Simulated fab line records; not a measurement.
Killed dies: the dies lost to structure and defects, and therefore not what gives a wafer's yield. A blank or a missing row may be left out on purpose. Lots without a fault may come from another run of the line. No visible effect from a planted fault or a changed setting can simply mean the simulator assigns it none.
The same fault as seen by 2 desks	flow sfq_line	what lay behind the numbers comes last; until then each desk has only its own

METROLOGY DESK
Means of the sampled wafers that have a number, per lot and without regard to the tool the lot ran on: this is what the gauges read. Marked OUT: a lot whose mean sits more than 4 standard deviations from the usual mean, which makes it out of limits; the brackets give that distance.
Columns: A = I1_BOW at SFQ_I1_BOW_MEAS_912, usual 2 um; B = JJ_NB_RS at SFQ_JJ_RS_MEAS_929, usual 1.052 ohm/sq
lot	first seen here	A	B
L696	day 24 17:20	9	1.044
L697	day 25 19:45	0	1.045
L698	day 26 03:10	2	1.060
L708	day 29 08:42	-1	1.053
L709	day 29 17:09	14	1.072
L710	day 30 19:10	-1	1.049
L711	day 31 13:15	13	1.049
L713	day 32 01:14	-19	1.050
L714	day 32 10:09	2	1.065
L715	day 32 23:13	11	1.050
L716	day 33 02:14	2	1.049
L717	day 33 10:09	8	1.051
L718	day 33 19:10	9	1.060
Finding of this desk: none of the 13 lots has anything out of limits.

DESK OF THE TOOL OWNER: rie_diel-01
The tool's own readings at SFQ_TRILAYER_I0_VIA_ETCH_VIA_ETCH_034 (etches SiO2 in CHF3, stops on Nb, target depth 260 nm): means of the sampled wafers that have a number, for each lot that ran on this tool. Marked OUT: a lot whose mean sits more than 4 standard deviations from the usual mean, which makes it out of limits; the brackets give that distance.
Columns: A = drypump_motor_current_A at SFQ_TRILAYER_I0_VIA_ETCH_VIA_ETCH_034, usual 5.7 A; B = oes_product_au at SFQ_TRILAYER_I0_VIA_ETCH_VIA_ETCH_034, usual 0.854 a.u.; C = rf_fwd_power_W at SFQ_TRILAYER_I0_VIA_ETCH_VIA_ETCH_034, usual 498.3 W
lot	first seen here	A	B	C
L696	day 18 00:22	5.3	0.857	498.4
L697	day 18 17:04	5.4	0.857	499.5
L698	day 19 02:40	5.6	0.856	499.1
L708	day 22 16:10	5.7	0.856	525.4 (+19) OUT
L714	day 26 02:44	5.7	0.859	499.1
L715	day 26 13:32	5.7	0.854	498.6
L717	day 26 21:56	5.8	0.855	498.5
This desk's finding: out of limits on L708; first on L708, day 22 16:10 (rf_fwd_power_W at SFQ_TRILAYER_I0_VIA_ETCH_VIA_ETCH_034). L696, L697, L698, L714, L715, L717: within limits.

TAKEN TOGETHER
An alarm could have come from the tool owner's desk at day 22 16:10, on L708.
At the metrology desk, nothing out of limits was observed.
The metrology desk has L708 on record, within its limits.
SFQ_TRILAYER_I0_VIA_ETCH_VIA_ETCH_034 was run on rie_diel-01 by each of the lots named.

WHAT HAD BEEN PUT IN BY THE SIMULATOR
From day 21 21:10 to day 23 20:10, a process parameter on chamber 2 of rie_diel-01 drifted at SFQ_TRILAYER_I0_VIA_ETCH_VIA_ETCH_034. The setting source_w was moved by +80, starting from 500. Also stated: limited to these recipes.
Lots struck among those shown: L708.
How many hours passed from the start of the fault until each desk's first out-of-limits reading: the tool owner's desk, 19.
